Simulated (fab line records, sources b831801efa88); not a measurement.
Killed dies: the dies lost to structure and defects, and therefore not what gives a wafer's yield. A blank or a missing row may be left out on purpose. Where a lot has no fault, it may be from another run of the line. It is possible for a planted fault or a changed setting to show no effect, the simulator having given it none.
2 desks looking at one fault :: flow sfq-line :: each desk has only its own numbers; what lay behind them comes last

## FOR THE TOOL OWNER'S DESK: pvd-sputter-03
The tool's own readings at SFQ_TRILAYER_R5_DEP_SPUTTER_133 (material MoNx, target thk 40 nm, time 66.7 s): means of the sampled wafers that have a number, for each lot that ran on this tool. The brackets show how far a lot's mean lies from the usual mean; more than 4 standard deviations puts the lot out of limits, marked OUT.
Columns: A = throttle-valve-pct at SFQ_TRILAYER_R5_DEP_SPUTTER_133, usual 29.7 %
lot: L984
first seen here: day 55 00:17
A: 29.5

lot: L988
first seen here: day 58 14:34
A: 31.3

lot: L103
first seen here: day 62 22:39
A: 29.6

lot: L106
first seen here: day 63 07:46
A: 30.0
This desk's finding: nothing out of limits on any of the 4 lots.

## METROLOGY DESK
Means of the sampled wafers that have a number, per lot and without regard to the tool the lot ran on: this is what the gauges read. The brackets show how far a lot's mean lies from the usual mean; more than 4 standard deviations puts the lot out of limits, marked OUT.
Columns: A = R5_MONX_RS at SFQ_R5_RS_MEAS_933, usual 7.01 ohm/sq; B = R5_MONX_THK at SFQ_R5_THK_MEAS_934, usual 40.6 nm
lot: L984
first seen here: day 55 00:23
A: 7.11
B: 39.7

lot: L985
first seen here: day 55 06:22
A: 6.96
B: 40.9

lot: L987
first seen here: day 58 10:08
A: 6.98
B: 40.6

lot: L988
first seen here: day 58 14:40
A: 7.11
B: 39.7

lot: L989
first seen here: day 58 20:41
A: 6.95
B: 41.1

lot: L990
first seen here: day 59 01:26
A: 6.94
B: 41.3

lot: L991
first seen here: day 61 05:18
A: 6.90
B: 41.6

lot: L992
first seen here: day 61 07:42
A: 6.94
B: 41.1

lot: L994
first seen here: day 61 11:19
A: 7.11
B: 40.1

lot: L100
first seen here: day 62 04:43
A: 6.87
B: 41.6

lot: L102
first seen here: day 62 13:52
A: 7.00
B: 40.7

lot: L103
first seen here: day 62 22:46
A: 8.35 (+18) OUT
B: 35.4 (-9.1) OUT

lot: L106
first seen here: day 63 07:53
A: 8.42 (+19) OUT
B: 35.5 (-8.9) OUT

lot: L107
first seen here: day 63 13:44
A: 7.02
B: 40.9
This desk's result: L103, L106 out of limits, first on L103 (R5_MONX_RS at SFQ_R5_RS_MEAS_933), day 62 22:46. L984, L985, L987, L988, L989, L990, L991, L992, L994, L100, L102, L107: within limits.

## TAKEN TOGETHER
An alarm was possible from the metrology desk at day 62 22:46, on L103, L106.
The desk of the tool owner found nothing out of limits.
The tool owner's desk has L103, L106 on record, within its limits.
Of the lots named, all ran SFQ_TRILAYER_R5_DEP_SPUTTER_133 on pvd-sputter-03.

## WHAT THE SIMULATOR PUT IN
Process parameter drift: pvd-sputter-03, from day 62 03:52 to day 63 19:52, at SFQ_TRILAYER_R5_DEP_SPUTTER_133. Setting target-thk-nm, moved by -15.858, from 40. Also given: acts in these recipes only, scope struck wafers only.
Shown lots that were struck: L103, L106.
Time in hours between the start of the fault and the first out-of-limits reading at each desk: metrology desk, 19.
